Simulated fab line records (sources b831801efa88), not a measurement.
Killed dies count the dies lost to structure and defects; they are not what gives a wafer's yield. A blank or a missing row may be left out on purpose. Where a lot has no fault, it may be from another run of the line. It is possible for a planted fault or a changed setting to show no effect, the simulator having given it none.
fab line records	flow gf180mcu	part 1 of 2: steps 1 to 27 of 40
[record] lots = 5	wafers = 15	lastDay = 34
route steps=602 shown V2@406 M3@409 V3@429
lots with no fault: from the same line, run without faults
startH: hours from the record's opening day to when the first of the lot's shown wafers began	waitH: time in hours since the lot's previous step	" same as the row above	L1.1+2: a row that stands for several wafers	- value missing, or start not given	* or withheld: withheld	< > ~ a bound
route shown NAME@n: NAME is a module with steps in the file, n the number in the route of the first one	usual: mean and standard deviation over wafers with no fault	same: alike in all rows	chamber/n: place in a boat	sites: readings site by site	_std_site: their standard deviation	_edge_site: mean of outer sites minus mean of inner sites	radiusMm: how far each site lies from the wafer's centre	mask NAME#n: copy n	behind: tool/chamber where the wafer was last shaped	hold: the reason the lot was held/the length of the hold in hours/how it ended	device: whichever transistor did not switch (one of n, p or np)	end of line: tests run on the same wafers once the route is complete	a step given without rows: its recipe and nothing more	killed: at the first sort, the dies lost to defects and structure; wafer yield is something else	map: a wafer's dies, x killed, . not, _ none there
set.NAME: the setting as run; set.NAME@STEP: as run at that earlier step	model.NAME: the simulator's own value behind a step, which no gauge read
lots at selected steps of the route; one table per step, one row per wafer
services: from which hour (startH, from the record's first day; less than 0 if before it) a tool's chamber was out of use, for how many hours, and why
[[steps]]
[step GF_V2_RS_MEAS_24]
[recipe] thkMeasGauge = four-point-probe	reads = W_of_V2_CVD_23+TiN_of_V2_SPUTTER_22+Ti_of_V2_SPUTTER_21
[usual] V2_W_RS = 0.327/0.0055
lot.wafer	tool	chamber	startH	waitH	V2_W_RS[ohm/sq]
L074.1	filmMetro-01	-	465.74	0.1	0.328
L074.3	"	-	"	"	0.332
L074.5	"	-	"	"	0.333
L084.2	filmMetro-04	-	553.49	0.1	0.334
L084.3	"	-	"	"	0.337
L084.5	"	-	"	"	0.336
L090.1	filmMetro-04	-	597.43	0.2	0.324
L090.3	"	-	"	"	0.327
L090.4	"	-	"	"	0.325
L094.3	filmMetro-04	-	624.26	0.1	0.327
L094.4	"	-	"	"	0.320
L094.5	"	-	"	"	0.332
L095.2	filmMetro-04	-	636.63	0.1	0.328
L095.3	"	-	"	"	0.325
L095.5	"	-	"	"	0.332
[step GF_V2_THK_MEAS_25]
[recipe] thkMeasGauge = xrf	reads = W_of_V2_CVD_23
[usual] V2_W_THK = 346/6.4
lot.wafer	tool	chamber	startH	waitH	V2_W_THK[nm]
L074.1	filmMetro-01	-	465.86	0.1	348
L074.3	"	-	"	"	342
L074.5	"	-	"	"	340
L084.2	filmMetro-04	-	553.60	0.1	340
L084.3	"	-	"	"	339
L084.5	"	-	"	"	339
L090.1	filmMetro-04	-	597.55	0.1	354
L090.3	"	-	"	"	350
L090.4	"	-	"	"	351
L094.3	filmMetro-04	-	624.36	0.1	352
L094.4	"	-	"	"	361
L094.5	"	-	"	"	346
L095.2	filmMetro-04	-	636.74	0.1	349
L095.3	"	-	"	"	351
L095.5	"	-	"	"	345
[step GF_V2_CMP_26]
[recipe] stopOn = SiO2	downForcePsi = 3.5	platenRpm = 60	tOverpolishS = 15	targetThkNm = 0	padVelocityMS = 0.94248
[usual] motorCurrentA = 11.5/0.71	overpolishRunS = 14.999/0.0092	timeToEndpointS = 82/4.6
lot.wafer	tool	chamber	startH	waitH	motorCurrentA	overpolishRunS	timeToEndpointS
L074.1	cmp-01	1	465.92	0.1	11.7	14.999	81
L074.3	"	2	"	"	13.1	15.002	84
L074.5	"	1	"	"	12.3	15.008	80
L084.2	cmp-01	1	553.70	0.1	12.6	14.998	78
L084.3	"	3	"	"	10.6	14.999	69
L084.5	"	1	"	"	12.7	15.010	75
L090.3	cmp-02	3	597.61	0.0	11.8	15.004	82
L090.4	"	1	"	"	11.6	15.012	81
L090.1	"	2	"	"	11.2	15.014	91
L094.3	cmp-02	1	624.40	0.0	11.3	14.997	78
L094.4	"	0	"	"	10.8	14.996	82
L094.5	"	1	"	"	11.8	15.013	74
L095.2	cmp-02	3	636.84	0.1	11.2	14.985	86
L095.3	"	0	"	"	10.3	15.002	85
L095.5	"	2	"	"	11.8	15.003	88
[step GF_M3_SPUTTER_00]
[recipe] material = Ti	targetThkNm = 37.5	arrivingIonEnergyEv = 80	substrateTempC = 200	chamberPressurePa = 2	powerW = 4000	timeS = 150
[usual] throttleValvePct = 30.0/0.97
[same] timeS = 150
lot.wafer	tool	chamber	startH	waitH	throttleValvePct
L074.1	pvdSputter-03	-	466.22	0.2	28.6
L074.3	"	-	"	"	29.3
L074.5	"	-	"	"	29.4
L084.2	pvdSputter-04	-	553.95	0.2	29.3
L084.3	"	-	"	"	31.4
L084.5	"	-	"	"	31.6
L090.1	pvdSputter-02	-	597.91	0.1	29.4
L090.3	"	-	"	"	31.5
L090.4	"	-	"	"	31.3
L094.3	pvdSputter-02	-	624.70	0.2	29.2
L094.4	"	-	"	"	30.0
L094.5	"	-	"	"	31.0
L095.2	pvdSputter-03	-	637.09	0.2	28.5
L095.3	"	-	"	"	29.4
L095.5	"	-	"	"	29.6
[step GF_M3_SPUTTER_01]
[recipe] material = TiN	targetThkNm = 30	powerW = 6500	timeS = 25	chamberPressurePa = 0.4
[usual] throttleValvePct = 30.0/0.96
[same] timeS = 25
lot.wafer	tool	chamber	startH	waitH	throttleValvePct
L074.1	pvdSputter-03	-	466.32	0.1	28.5
L074.3	"	-	"	"	29.4
L074.5	"	-	"	"	28.9
L084.2	pvdSputter-04	-	554.05	0.1	29.4
L084.3	"	-	"	"	31.7
L084.5	"	-	"	"	31.8
L090.1	pvdSputter-02	-	598.01	0.1	29.3
L090.3	"	-	"	"	31.4
L090.4	"	-	"	"	31.3
L094.3	pvdSputter-02	-	624.80	0.1	29.2
L094.4	"	-	"	"	29.9
L094.5	"	-	"	"	31.2
L095.2	pvdSputter-03	-	637.19	0.1	28.4
L095.3	"	-	"	"	29.1
L095.5	"	-	"	"	29.5
[step GF_M3_SPUTTER_02]
[recipe] material = AlCu	targetThkNm = 450	powerW = 10600	timeS = 23.9	chamberPressurePa = 0.4
[usual] throttleValvePct = 30.0/0.98
[same] timeS = 23.9
lot.wafer	tool	chamber	startH	waitH	throttleValvePct
L074.1	pvdSputter-03	-	466.35	0.0	28.4
L074.3	"	-	"	"	29.2
L074.5	"	-	"	"	29.1
L084.2	pvdSputter-04	-	554.08	0.0	29.6
L084.3	"	-	"	"	31.7
L084.5	"	-	"	"	31.8
L090.1	pvdSputter-02	-	598.04	0.0	29.3
L090.3	"	-	"	"	31.3
L090.4	"	-	"	"	31.2
L094.3	pvdSputter-02	-	624.84	0.0	29.5
L094.4	"	-	"	"	30.1
L094.5	"	-	"	"	31.3
L095.2	pvdSputter-03	-	637.22	0.0	28.4
L095.3	"	-	"	"	29.2
L095.5	"	-	"	"	29.6
[step GF_M3_SPUTTER_03]
[recipe] material = Ti	targetThkNm = 10	substrateTempC = 300	chamberPressurePa = 0.3	powerW = 3000	timeS = 6.7
[usual] throttleValvePct = 30.0/0.97
[same] timeS = 6.7
lot.wafer	tool	chamber	startH	waitH	throttleValvePct
L074.1	pvdSputter-03	-	466.38	0.0	28.4
L074.3	"	-	"	"	29.3
L074.5	"	-	"	"	29.3
L084.2	pvdSputter-04	-	554.11	0.0	29.5
L084.3	"	-	"	"	31.9
L084.5	"	-	"	"	32.0
L090.1	pvdSputter-02	-	598.07	0.0	29.2
L090.3	"	-	"	"	31.6
L090.4	"	-	"	"	31.4
L094.3	pvdSputter-02	-	624.87	0.0	29.4
L094.4	"	-	"	"	30.1
L094.5	"	-	"	"	31.4
L095.2	pvdSputter-03	-	637.25	0.0	28.4
L095.3	"	-	"	"	29.2
L095.5	"	-	"	"	29.5
[step GF_M3_SPUTTER_04]
[recipe] material = TiN	targetThkNm = 50	powerW = 6500	timeS = 41.7	chamberPressurePa = 0.4
[usual] throttleValvePct = 30.0/0.99
[same] timeS = 41.7
lot.wafer	tool	chamber	startH	waitH	throttleValvePct
L074.1	pvdSputter-03	-	466.40	0.0	28.3
L074.3	"	-	"	"	29.0
L074.5	"	-	"	"	29.2
L084.2	pvdSputter-04	-	554.13	0.0	29.6
L084.3	"	-	"	"	31.8
L084.5	"	-	"	"	31.9
L090.1	pvdSputter-02	-	598.09	0.0	29.6
L090.3	"	-	"	"	31.2
L090.4	"	-	"	"	31.2
L094.3	pvdSputter-02	-	624.89	0.0	29.5
L094.4	"	-	"	"	29.7
L094.5	"	-	"	"	31.2
L095.2	pvdSputter-03	-	637.27	0.0	28.3
L095.3	"	-	"	"	29.1
L095.5	"	-	"	"	29.6
[step GF_M3_RS_MEAS_05]
[recipe] thkMeasGauge = four-point-probe	reads = TiN_of_M3_SPUTTER_04+Ti_of_M3_SPUTTER_03+AlCu_of_M3_SPUTTER_02+TiN_of_M3_SPUTTER_01+Ti_of_M3_SPUTTER_00
[usual] M3_ALCU_RS = 0.0698/0.001
lot.wafer	tool	chamber	startH	waitH	M3_ALCU_RS[ohm/sq]
L074.1	filmMetro-03	-	466.44	0.0	0.0683
L074.3	"	-	"	"	0.0680
L074.5	"	-	"	"	0.0677
L084.2	filmMetro-03	-	554.19	0.0	0.0705
L084.3	"	-	"	"	0.0716
L084.5	"	-	"	"	0.0712
L090.1	filmMetro-02	-	598.13	0.0	0.0695
L090.3	"	-	"	"	0.0705
L090.4	"	-	"	"	0.0704
L094.3	filmMetro-04	-	624.97	0.1	0.0708
L094.4	"	-	"	"	0.0714
L094.5	"	-	"	"	0.0716
L095.2	filmMetro-02	-	637.33	0.0	0.0682
L095.3	"	-	"	"	0.0696
L095.5	"	-	"	"	0.0705
[step GF_M3_THK_MEAS_06]
[recipe] thkMeasGauge = xrf	reads = AlCu_of_M3_SPUTTER_02
[usual] M3_ALCU_THK = 445/6.9
lot.wafer	tool	chamber	startH	waitH	M3_ALCU_THK[nm]
L074.1	filmMetro-03	-	466.56	0.1	453
L074.3	"	-	"	"	456
L074.5	"	-	"	"	455
L084.2	filmMetro-03	-	554.30	0.1	438
L084.3	"	-	"	"	430
L084.5	"	-	"	"	433
L090.1	filmMetro-02	-	598.25	0.1	447
L090.3	"	-	"	"	439
L090.4	"	-	"	"	440
L094.3	filmMetro-04	-	625.07	0.1	446
L094.4	"	-	"	"	439
L094.5	"	-	"	"	439
L095.2	filmMetro-02	-	637.44	0.1	455
L095.3	"	-	"	"	442
L095.5	"	-	"	"	437
[step GF_M3_DEHYDRATE_07]
[recipe] tempC = 200	timeS = 60
[same] timeS = 60
lot.wafer	tool	chamber	startH	waitH
L074.1+3+5	lithoTrack-04	0	477.40	10.8
L084.2+3+5	lithoTrack-04	0	564.08	9.8
L090.1+3+4	lithoTrack-04	0	608.55	10.3
L094.3+4+5	lithoTrack-04	0	634.70	9.6
L095.2+3+5	lithoTrack-02	0	646.32	8.9
[step GF_M3_HMDS_08]
[recipe] primeTimeS = 60	primeTempC = 120
lot.wafer	tool	chamber	startH	waitH
L074.1+3+5	lithoTrack-04	0	477.55	0.1
L084.2+3+5	lithoTrack-04	0	564.23	0.1
L090.1+3+4	lithoTrack-04	0	608.70	0.1
L094.3+4+5	lithoTrack-04	0	634.85	0.1
L095.2+3+5	lithoTrack-02	0	646.47	0.1
[step GF_M3_COAT_09]
[recipe] resist = KrF	spinRpm = withheld	resistThkNm = 1000
lot.wafer	tool	chamber	startH	waitH
L074.1+3+5	lithoTrack-04	0	477.70	0.1
L084.2+3+5	lithoTrack-04	0	564.38	0.1
L090.1+3+4	lithoTrack-04	0	608.85	0.1
L094.3+4+5	lithoTrack-04	0	635.00	0.1
L095.2+3+5	lithoTrack-02	0	646.62	0.1
[step GF_M3_SOFTBAKE_10]
[recipe] tempC = 130	timeS = 60	resist = KrF
[same] timeS = 60
lot.wafer	tool	chamber	startH	waitH
L074.1+3+5	lithoTrack-04	0	477.85	0.1
L084.2+3+5	lithoTrack-04	0	564.53	0.1
L090.1+3+4	lithoTrack-04	0	609.00	0.1
L094.3+4+5	lithoTrack-04	0	635.15	0.1
L095.2+3+5	lithoTrack-02	0	646.77	0.1
[step GF_M3_EXPOSE_11]
[recipe] maskId = Metal3	targetCdNm = 280	na = 0.68	sourceShape = conventional	sigmaOuter = 0.6	doseMj = 28
[usual] focusOffsetNm = -0.1/0.54	reticleTempC = 22.99/0.1
lot.wafer	tool	chamber	startH	waitH	mask	focusOffsetNm	reticleTempC
L074.1	krfScanner-01	0	-	-	Metal3#0	-0.4	22.75
L074.3	"	0	"	"	Metal3#0	-0.3	22.81
L074.5	"	0	"	"	Metal3#0	0.4	22.98
L084.2	krfScanner-02	0	-	-	Metal3#0	-0.1	22.96
L084.3	"	0	"	"	Metal3#0	-1.0	23.01
L084.5	"	0	"	"	Metal3#0	-0.9	22.91
L090.1	krfScanner-02	0	-	-	Metal3#0	1.0	22.93
L090.3	"	0	"	"	Metal3#0	0.5	22.90
L090.4	"	0	"	"	Metal3#0	0.0	22.88
L094.3	krfScanner-02	0	-	-	Metal3#0	-0.1	23.17
L094.4	"	0	"	"	Metal3#0	-0.6	23.09
L094.5	"	0	"	"	Metal3#0	-0.2	23.03
L095.2	krfScanner-01	0	-	-	Metal3#0	-0.7	22.91
L095.3	"	0	"	"	Metal3#0	-0.8	22.84
L095.5	"	0	"	"	Metal3#0	0.4	22.89
[step GF_M3_PEB_12]
[recipe] pebTempC = 135	pebTimeS = 90	resist = KrF
lot.wafer	tool	chamber	startH	waitH
L074.1+3+5	lithoTrack-04	0	-	-
L084.2+3+5	lithoTrack-04	0	-	-
L090.1+3+4	lithoTrack-02	0	-	-
L094.3+4+5	lithoTrack-02	0	-	-
L095.2+3+5	lithoTrack-04	0	-	-
[step GF_M3_DEVELOP_13]
[recipe] developTimeS = 60	devTempC = 21
[same] developTimeS = 60
lot.wafer	tool	chamber	startH	waitH
L074.1+3+5	lithoTrack-04	0	489.35	0.2
L084.2+3+5	lithoTrack-04	0	574.83	0.2
L090.1+3+4	lithoTrack-02	0	618.99	0.2
L094.3+4+5	lithoTrack-02	0	644.69	0.1
L095.2+3+5	lithoTrack-04	0	656.98	0.2
[step GF_M3_CD_MEAS_14]
[recipe] targetCdNm = 280
[usual] cdNm = 279.7/1.2
lot.wafer	tool	chamber	startH	waitH	cdNm
L074.1	cdSem-01	-	489.50	0.1	278.8
L074.3	"	-	"	"	279.5
L074.5	"	-	"	"	279.7
L084.2	cdSem-02	-	574.97	0.1	281.5
L084.3	"	-	"	"	282.1
L084.5	"	-	"	"	281.5
L090.1	cdSem-01	-	619.14	0.1	279.1
L090.3	"	-	"	"	278.8
L090.4	"	-	"	"	278.6
L094.3	cdSem-02	-	644.83	0.1	278.2
L094.4	"	-	"	"	278.9
L094.5	"	-	"	"	279.9
L095.2	cdSem-02	-	657.12	0.1	279.6
L095.3	"	-	"	"	279.3
L095.5	"	-	"	"	278.9
[step GF_M3_OVL_MEAS_15]
[usual] M3_OVL = -1/5.5
lot.wafer	tool	chamber	startH	waitH	M3_OVL[nm]
L074.1	overlay-02	-	489.62	0.1	7
L074.3	"	-	"	"	13
L074.5	"	-	"	"	11
L084.2	overlay-02	-	575.08	0.1	6
L084.3	"	-	"	"	8
L084.5	"	-	"	"	6
L090.1	overlay-01	-	619.26	0.1	1
L090.3	"	-	"	"	4
L090.4	"	-	"	"	-4
L094.3	overlay-01	-	644.93	0.1	-1
L094.4	"	-	"	"	0
L094.5	"	-	"	"	8
L095.2	overlay-02	-	657.23	0.1	0
L095.3	"	-	"	"	2
L095.5	"	-	"	"	-4
[step GF_M3_METAL_ETCH_16]
[recipe] chemistry = Cl2/BCl3	maskMaterial = KrF	targetDepthNm = 627.5	stopOn = SiO2	pressureMtorr = 8	icpW = 800	biasW = 140	Cl2_flow_sccm = 80	bcl3FlowSccm = 40	timeS = 104.6
[usual] drypumpMotorCurrentA = 5.65/0.28	oesProductAu = 0.971/0.0074	throttleValvePct = 28.251/0.012
[same] timeS = 104.6
lot.wafer	tool	chamber	startH	waitH	drypumpMotorCurrentA	oesProductAu	rfHoursCounterH	throttleValvePct
L074.1	rieMetal-01	1	489.66	0.0	5.61	0.979	9	28.247
L074.3	"	0	"	"	5.63	0.987	-	28.243
L074.5	"	0	"	"	5.63	0.985	-	28.230
L084.2	rieMetal-02	0	575.11	0.0	5.33	0.965	1	28.255
L084.3	"	1	"	"	5.25	0.965	-	28.259
L084.5	"	0	"	"	5.33	0.958	-	28.274
L090.1	rieMetal-03	0	619.30	0.0	5.96	0.971	11	28.242
L090.3	"	0	"	"	6.01	0.960	-	28.238
L090.4	"	1	"	"	5.94	0.968	-	28.249
L094.3	rieMetal-02	1	644.99	0.1	5.31	0.966	-	28.257
L094.4	"	0	"	"	5.33	0.962	-	28.263
L094.5	"	0	"	"	5.33	0.962	-	28.249
L095.2	rieMetal-01	0	657.26	0.0	5.60	0.982	12	28.231
L095.3	"	0	"	"	5.61	0.971	-	28.245
L095.5	"	1	"	"	5.62	0.976	-	28.261
[step GF_M3_STRIP_17]
[recipe] chemistry = O2/N2	powerW = 1400	pressureMtorr = 1500	platenTempC = 250	o2FlowSccm = 3000	n2FlowSccm = 300	overashFraction = 0.5
[usual] drypumpMotorCurrentA = 5.7/0.51	heaterPowerW = 330/46	oesProductAu = 0.557/0.0052	stripTimeToEndpointS = 7.87/0.057
lot.wafer	tool	chamber	startH	waitH	drypumpMotorCurrentA	heaterPowerW	oesProductAu	rfHoursCounterH	stripTimeToEndpointS
L074.1	plasmaAsher-01	0	489.77	0.1	5.7	413	0.567	89	7.94
L074.3	"	0	"	"	5.7	416	0.553	-	7.84
L074.5	"	1	"	"	4.7	272	0.549	-	7.81
L084.2	plasmaAsher-01	1	575.22	0.1	4.8	272	0.557	99	7.97
L084.3	"	1	"	"	4.7	279	0.549	-	7.89
L084.5	"	1	"	"	4.7	280	0.557	-	7.97
L090.1	plasmaAsher-03	1	619.41	0.1	5.5	347	0.556	53	7.80
L090.3	"	0	"	"	6.1	335	0.553	-	7.83
L090.4	"	1	"	"	5.5	346	0.554	-	7.74
L094.3	plasmaAsher-03	0	645.10	0.1	6.1	323	0.560	-	7.88
L094.4	"	1	"	"	5.6	355	0.560	-	7.94
L094.5	"	0	"	"	6.1	331	0.556	-	7.93
L095.2	plasmaAsher-02	0	657.37	0.1	6.4	287	0.556	86	7.86
L095.3	"	1	"	"	5.6	300	0.561	-	7.87
L095.5	"	0	"	"	6.4	282	0.557	-	7.87
[step GF_M3_STRIP_18]
[recipe] chemistry = postEtchResidueRemover	timeS = 1243	tempC = 72.5
[same] timeS = 1243
lot.wafer	tool	chamber	startH	waitH
L074.1+3+5	wetBench-04	0	489.87	0.1
L084.2+3+5	wetBench-02	3	575.32	0.1
L090.1+3+4	wetBench-04	2	619.51	0.1
L094.3+4+5	wetBench-02	0	645.16	0.0
L095.2+3+5	wetBench-03	1	657.47	0.1
[step GF_M3_CLEAN_19]
[recipe] chemistry = DIW	dry = n2Spin
lot.wafer	tool	chamber	startH	waitH
L074.1+3+5	wetBench-03	2	490.21	0.0
L084.2+3+5	wetBench-04	2	575.66	0.0
L090.1+3+4	wetBench-02	1	619.85	0.0
L094.3+4+5	wetBench-04	2	645.50	0.0
L095.2+3+5	wetBench-02	2	657.81	0.0
[step GF_V3_CVD_00]
[recipe] material = SiO2	targetThkNm = 600	sigmaOpenFrac = 0.3	tempC = 400	timeS = 100	sih4FlowSccm = 60	pressureMtorr = 6
[usual] sih4FlowSccm = 60.01/0.17
[same] timeS = 100
lot.wafer	tool	chamber	startH	waitH	sih4FlowSccm
L074.1	hdpcvd-02	2	490.31	0.0	60.48
L074.3	"	1	"	"	60.14
L074.5	"	0	"	"	59.85
L084.2	hdpcvd-02	2	575.75	0.0	59.71
L084.3	"	0	"	"	60.10
L084.5	"	2	"	"	59.96
L090.1	hdpcvd-01	0	620.04	0.0	60.12
L090.3	"	2	"	"	60.12
L090.4	"	1	"	"	59.75
L094.3	hdpcvd-02	0	645.60	0.0	60.00
L094.4	"	1	"	"	59.87
L094.5	"	2	"	"	60.12
L095.2	hdpcvd-02	1	657.90	0.0	60.32
L095.3	"	2	"	"	60.06
L095.5	"	0	"	"	59.76
[step GF_V3_THK_MEAS_01]
[recipe] reads = SiO2_of_V3_CVD_00
[usual] V3_CVD_00_THK = 599/6.8
lot.wafer	tool	chamber	startH	waitH	V3_CVD_00_THK[nm]
L074.1	filmMetro-02	-	490.38	0.0	597
L074.3	"	-	"	"	599
L074.5	"	-	"	"	595
L084.2	filmMetro-02	-	575.84	0.0	602
L084.3	"	-	"	"	607
L084.5	"	-	"	"	596
L090.1	filmMetro-02	-	620.11	0.0	588
L090.3	"	-	"	"	599
L090.4	"	-	"	"	588
L094.3	filmMetro-01	-	645.69	0.1	600
L094.4	"	-	"	"	601
L094.5	"	-	"	"	596
L095.2	filmMetro-04	-	657.99	0.0	614
L095.3	"	-	"	"	613
L095.5	"	-	"	"	618
[step GF_V3_CVD_02]
[recipe] material = SiO2	targetThkNm = 850	precursor = TEOS	tempC = 400	timeS = 94.851	rfW = 600
[usual] heaterPowerOuterW = 410/80	heaterPowerW = 687/110
[same] timeS = 94.851
lot.wafer	tool	chamber	startH	waitH	heaterPowerOuterW	heaterPowerW	sinceWetCleanH
L074.1	pecvd-02	0	490.44	0.1	412	650	108
L074.3	"	2	"	"	364	665	108
L074.5	"	0	"	"	303	524	-
L084.2	pecvd-01	2	575.89	0.0	367	608	401
L084.3	"	0	"	"	268	481	401
L084.5	"	0	"	"	314	540	-
L090.1	pecvd-01	0	620.17	0.1	294	503	446
L090.3	"	2	"	"	367	620	446
L090.4	"	0	"	"	328	563	-
L094.3	pecvd-03	0	645.73	0.0	480	830	41
L094.4	"	1	"	"	467	718	-
L094.5	"	2	"	"	360	661	-
L095.2	pecvd-02	0	658.04	0.0	381	628	275
L095.3	"	2	"	"	455	773	275
L095.5	"	1	"	"	577	857	-
[step GF_V3_THK_MEAS_03]
[recipe] reads = SiO2_of_V3_CVD_02
[usual] V3_CVD_02_THK = 849/11
lot.wafer	tool	chamber	startH	waitH	V3_CVD_02_THK[nm]
L074.1	filmMetro-04	-	490.51	0.0	830
L074.3	"	-	"	"	840
L074.5	"	-	"	"	837
L084.2	filmMetro-04	-	575.97	0.0	830
L084.3	"	-	"	"	834
L084.5	"	-	"	"	842
L090.1	filmMetro-04	-	620.24	0.0	835
L090.3	"	-	"	"	841
L090.4	"	-	"	"	843
L094.3	filmMetro-02	-	645.82	0.1	843
L094.4	"	-	"	"	868
L094.5	"	-	"	"	870
L095.2	filmMetro-01	-	658.11	0.0	825
L095.3	"	-	"	"	835
L095.5	"	-	"	"	851
